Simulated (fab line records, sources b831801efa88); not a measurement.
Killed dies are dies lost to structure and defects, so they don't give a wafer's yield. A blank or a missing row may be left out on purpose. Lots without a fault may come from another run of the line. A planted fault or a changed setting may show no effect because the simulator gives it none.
One fault seen from 2 desks | flow sky130 | each desk has only its own numbers; what lay behind them comes last

THE TOOL OWNER'S DESK: cvd_w-01
The tool's own readings at SKY_VIA3_CVD_21 (deposits W, target thk 390 nm, time 117.31 s): means of the sampled wafers that have a number, for each lot that ran on this tool. A lot is out of limits, marked OUT, if its mean lies more than 4 standard deviations from the usual mean; the brackets give that distance.
Columns: A = heater_power_w at SKY_VIA3_CVD_21, usual 865 W
lot  | first seen here | A
L638 | day 42 05:29    | 889
L640 | day 42 16:33    | 908
L648 | day 45 10:10    | 905
This desk's finding: nothing out of limits on any of the 3 lots.

THE METROLOGY DESK
What the gauges read, lot by lot, whatever tool the lot ran on: means of the sampled wafers that have a number. A lot is out of limits, marked OUT, if its mean lies more than 4 standard deviations from the usual mean; the brackets give that distance.
Columns: A = METAL3_OVL at SKY_METAL3_OVL_MEAS_14, usual -3 nm; B = VIA3_W_RS at SKY_VIA3_RS_MEAS_22, usual 0.295 ohm/sq; C = VIA3_W_THK at SKY_VIA3_THK_MEAS_23, usual 403 nm; D = CAP2M_OVL at SKY_CAP2M_OVL_MEAS_12, usual 1.1 nm
lot  | first seen here | A  | B                | C              | D
L629 | day 38 00:22    | -5 | 0.297            | 409            | -0.6
L630 | day 38 13:10    | -7 | 0.298            | 394            | 1.7
L638 | day 41 02:38    | -8 | 0.259 (-9.4) OUT | 451 (+5.5) OUT | 1.2
L640 | day 41 14:37    | -4 | 0.260 (-9.1) OUT | 455 (+5.9) OUT | 0.6
L642 | day 42 05:39    | 1  | 0.297            | 408            | 0.6
L644 | day 42 20:22    | -2 | 0.296            | 399            | 1.6
L645 | day 43 19:13    | -2 | 0.298            | 393            | 0.9
L648 | day 44 10:30    | -7 | 0.295            | 413            | 2.6
L650 | day 44 22:34    | -8 | 0.297            | 409            | 1.9
L652 | day 46 06:49    | -2 | 0.299            | 393            | 1.4
This desk's finding: out of limits on L638, L640; first on L638, day 42 05:37 (VIA3_W_RS at SKY_VIA3_RS_MEAS_22). In limits: L629, L630, L642, L644, L645, L648, L650, L652.

PUT TOGETHER
The metrology desk could have raised an alarm at day 42 05:37, on L638, L640.
The tool owner's desk saw nothing out of limits.
The tool owner's desk has L638, L640 on record, within its limits.
Of the lots named, all ran SKY_VIA3_CVD_21 on cvd_w-01.

WHAT THE SIMULATOR HAD PUT IN
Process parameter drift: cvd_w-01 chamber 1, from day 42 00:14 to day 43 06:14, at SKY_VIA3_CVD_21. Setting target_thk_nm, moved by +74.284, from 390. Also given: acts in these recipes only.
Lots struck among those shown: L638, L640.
Hours from the fault's start to each desk's first reading out of limits: the metrology desk, 5.
